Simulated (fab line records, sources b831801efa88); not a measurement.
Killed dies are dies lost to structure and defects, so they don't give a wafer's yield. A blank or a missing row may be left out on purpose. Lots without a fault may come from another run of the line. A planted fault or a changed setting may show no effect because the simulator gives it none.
Problem report in the 8D (eight disciplines) form, filled by code | flow sky130 | the parts of the form that need people (team, actions taken, sign-off) are left out

1. THE PROBLEM
beam_energy_keV at SKY_LDD_N_IMPLANT_10 reads a mean of 16.898 on 6 wafers of 2 lots; wafers without a fault read 20.001 with a standard deviation of 0.0055. That is -99 or more standard deviations from the usual mean.
First seen on wafer L204.1, day 21 16:16, on implanter-04. The record holds 18 wafers of 6 lots with a number at this step. Rule for "out", or "out of limits": more than 4 standard deviations from the usual mean. The other wafers with a number count as sound.

2. WHAT IT IS AND WHAT IT IS NOT
question                    | is                     | is not
which readings at this step | beam_energy_keV        | -
which lots                  | L204, L206             | L195, L214, L216, L218
which wafers of those lots  | all that have a number | -
read on which tools         | implanter-04           | implanter-02
when                        | from day 21 16:16      | up to then (3 sound wafers); but 9 sound wafers of L214, L216, L218 came after

3. SUSPECTS, AND WHAT RULES EACH OUT
Counting: a tool at a process step up to the reading stays a suspect if it ran every lot that is out and no sound lot after the first of them.
- implanter-04 at SKY_LDD_N_IMPLANT_10: ruled out as a lasting fault. Sound lots L216 ran on it after its first lot that is out, L204 (day 21 16:16).
Left after counting: nothing in the record.

4. THE CAUSE (what the simulator had put in)
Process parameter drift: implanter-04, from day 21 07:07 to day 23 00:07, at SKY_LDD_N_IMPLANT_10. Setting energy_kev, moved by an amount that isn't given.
Counting ruled it out, wrongly.

5. THE CHAIN OF EFFECTS, in route order
Each row: a reading whose mean over the struck wafers that have a number lies more than 3 standard deviations from the usual. Only readings for which the record gives a usual standard deviation are gone through. hours: the time from each lot's start at the first step in this table that gives one to its start at this step, as a median over the lots. sigmas: the change in usual standard deviations.
hours | step                 | reading            | usual   | on struck wafers | change | sigmas
0     | SKY_LDD_N_IMPLANT_10 | beam_energy_keV    | 20.001  | 16.898           | -3.103 | -99 or more
0     | SKY_LDD_N_IMPLANT_10 | beam_on_s          | 10.02 s | 11.40            | +1.38  | +6.6
0     | SKY_LDD_N_IMPLANT_10 | faraday_current_uA | 422     | 371              | -51    | -5.6
The process steps in it:
- SKY_LDD_N_IMPLANT_10

6. WHAT WOULD HAVE CAUGHT IT SOONER
In this record the first reading out of limits was taken at day 21 16:16, 9 hours after the fault began at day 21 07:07.
